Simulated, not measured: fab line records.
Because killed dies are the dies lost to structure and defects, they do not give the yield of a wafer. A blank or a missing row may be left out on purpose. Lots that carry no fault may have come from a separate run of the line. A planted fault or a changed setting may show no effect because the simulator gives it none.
Matching of chambers -- flow sky130 -- SKY_VIA2_CMP_24 on cmp-02 has 4 sister chambers
The step polishes, stops on SiO2, t overpolish 20 s, target thk 0 nm. 4 wafers are shown with their chamber, then 9 later ones without.

== WAFERS PAIRED WITH THEIR CHAMBERS ==
wafer,chamber,motor_current_A (A)
L578.1,2,9.2
L579.1,3,13.6
L579.2,1,9.8
L579.3,0,10.5

== WAFERS WITHOUT THEIR CHAMBER ==
wafer,motor_current_A (A)
L586.2,14.1
L586.3,10.8
L586.4,8.9
L587.1,10.8
L587.4,9.4
L587.6,11.0
L592.2,10.3
L592.4,9.2
L592.5,10.0

== CHAMBER TAKEN BY EACH ==
wafer,from the rows above,in truth
L586.2,3,3
L586.3,0,0
L586.4,can't be placed: 2 or 1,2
L587.1,0,0
L587.4,can't be placed: 2 or 1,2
L587.6,0,0
L592.2,can't be placed: 0 or 1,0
L592.4,can't be placed: 2 or 1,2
L592.5,can't be placed: 1 or 0 or 2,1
Correctly placed: 4 of 9. Can't be placed from these rows: 5 (the true chamber is among the candidates in 5). Number placed wrongly: 0.
How it was worked out, from the rows above alone: a wafer's distance from a chamber is the root of the sum, over the readings, of the square of ((its reading less the chamber's mean) divided by the reading's scatter). If the next closest chamber is less than 2 further off than the closest, the wafer can't be placed; otherwise it belongs to the closest. A chamber's mean is the mean of its shown wafers. The scatter: with one shown wafer a chamber, the root of the mean of the squares of how far each hidden wafer lies from its nearest shown one.
